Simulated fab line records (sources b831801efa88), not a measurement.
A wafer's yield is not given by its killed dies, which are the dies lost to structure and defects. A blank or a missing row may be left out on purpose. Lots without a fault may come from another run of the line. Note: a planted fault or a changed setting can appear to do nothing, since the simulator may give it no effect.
Comparing a struck lot with a sound one | flow sky130 | 21 out of 708 route steps
Sound: wafers L797.3, L797.4, L797.6. Wafers struck: L791.1, L791.2, L791.4. The cause is named last.
For every step that has rows: the tool of each side, followed by ch and its chambers, followed by its first start. Under that, the readings that differ: sound wafers | struck wafers | difference of the means | sigmas: that difference in standard deviations of wafers without a fault.
alike: readings whose means differ by less than 2 such deviations, and words and numbers that are the same on both sides. not compared: withheld readings, readings that some wafer has no value for, bounds like >300 that may hide the same value, and numbers for which the record gives no deviation and whose values overlap.
The two part at a step that has a row with sigmas, a row that says differs or no value, or rows on one side only. Numbers that have no deviation but don't overlap get no sigmas and don't part them. A reading that every wafer of one side lacks parts them only if that side has two wafers or more.

first, 3 steps without rows for these wafers: SKY_LDD_P_EXPOSE_04 (exposes mask PSDM, target cd 380 nm); SKY_LDD_P_PEB_05; SKY_LDD_P_DEVELOP_06 (develop time 60 s).
SKY_LDD_P_CD_MEAS_07: target cd 380 nm.
  sound on cd-sem-01 at day 24 11:51; struck on cd-sem-01 at day 22 01:37
  alike: cd-nm
SKY_LDD_P_OVL_MEAS_08:
  sound on overlay-02 at day 24 11:56; struck on overlay-02 at day 22 01:44
  alike: LDD_P_OVL
following that, these wafers have no rows for 1 step: SKY_LDD_P_IMPLANT_09.
SKY_LDD_P_STRIP_10: strips in O2/N2.
  sound on plasma-asher-02 ch 0,1, day 24 12:09; struck on plasma-asher-04 ch 0,1, day 22 01:55
  alike: drypump-motor-current-A, n2-flow-sccm, oes-product-au, strip-time-to-endpoint-s
  not compared: rf-hours-counter-h
SKY_LDD_P_TW_MEAS_11:
  sound on film-metro-04 at day 24 12:14; struck on film-metro-01 at day 22 02:01
  alike: LDD_P_TW
then, 4 steps without rows for these wafers: SKY_LDD_HVN_DEHYDRATE_00 (time 60 s); SKY_LDD_HVN_HMDS_01 (prime time 60 s); SKY_LDD_HVN_COAT_02 (resist thk 300 nm); SKY_LDD_HVN_SOFTBAKE_03 (time 60 s).
SKY_LDD_HVN_EXPOSE_04: exposes mask HVNTM, target cd 700 nm.
  sound on iline-stepper-01 ch 0, day 25 03:52; struck on iline-stepper-02 ch 0, day 22 17:09
  reading | sound                   | struck               | difference | sigmas
  mask    | HVNTM#0 HVNTM#0 HVNTM#0 | PSDM#0 PSDM#0 PSDM#0 | differs    |
then, 2 steps without rows for these wafers: SKY_LDD_HVN_PEB_05; SKY_LDD_HVN_DEVELOP_06 (develop time 60 s).
SKY_LDD_HVN_OVL_MEAS_07:
  sound on overlay-02 at day 25 17:56; struck on overlay-02 at day 23 08:35
  reading          | sound       | struck | difference                    | sigmas
  LDD_HVN_OVL (nm) | 1.3 0.2 1.2 | - - -  | no value on the struck wafers |
following that, these wafers have no rows for 1 step: SKY_LDD_HVN_IMPLANT_08.
SKY_LDD_HVN_STRIP_09: strips in O2/N2.
  sound on plasma-asher-04 ch 0,1, day 25 18:08; struck on plasma-asher-03 ch 0,1, day 23 08:46
  alike: drypump-motor-current-A, n2-flow-sccm, oes-product-au, strip-time-to-endpoint-s
  not compared: rf-hours-counter-h
SKY_LDD_HVN_TW_MEAS_10:
  sound on film-metro-03 at day 25 18:14; struck on film-metro-02 at day 23 08:52
  reading    | sound          | struck   | difference | sigmas
  LDD_HVN_TW | 1454 1444 1430 | 30 30 30 | -1413      | -99 or more
then, 1 step without rows for these wafers: SKY_LDD_HVP_DEHYDRATE_00 (time 60 s).
-- record jumps: 24 days separate the struck wafers' starts on either side; left off in module LDD_HVP, taken up again in module PAD_OPEN, whose first shown step is the route's number 708 --
SKY_PAD_OPEN_PROBE_99:
  sound on prober-01 at day 49 13:46; struck on prober-01 at day 47 19:24
  reading                                | sound                       | struck                       | difference | sigmas
  model.etest.pfet_01v8.r-on-ohm-um      | 2903 2916 2860              | 6073 6016 5913               | +3108      |
  model.etest.pfet-g5v0d10v5.r-on-ohm-um | 4710 4645 4675              | 6452 6312 6490               | +1741      |
  model.etest.pfet_16v.r-on-ohm-um       | 1.5e+04 1.515e+04 1.478e+04 | 1.61e+04 1.582e+04 1.585e+04 | +9.47e+02  |
  model.etest.nfet-g5v0d10v5.r-on-ohm-um | 1855 1866 1847              | 2257 2247 2257               | +398       |
  model.etest.pfet_01v8.drive-ua-um      | 196.6 191.2 196.8           | 59.77 59.66 61.52            | -134.55    |
  model.etest.pfet_01v8_lvt.drive-ua-um  | 176 175.4 175.8             | 72.6 73.35 73.1              | -102.7     |
  model.etest.pfet-g5v0d10v5.drive-ua-um | 345.5 347.1 349.6           | 245 249 242.5                | -102       |
  model.etest.nfet-g5v0d10v5.drive-ua-um | 616 618.7 618.7             | 517.2 515.3 512.9            | -102.7     |

== WHERE THEY PART ==
At SKY_LDD_HVN_EXPOSE_04 first; at SKY_LDD_HVN_TW_MEAS_10 last (within this record only).

WHY: what had been put in by the simulator
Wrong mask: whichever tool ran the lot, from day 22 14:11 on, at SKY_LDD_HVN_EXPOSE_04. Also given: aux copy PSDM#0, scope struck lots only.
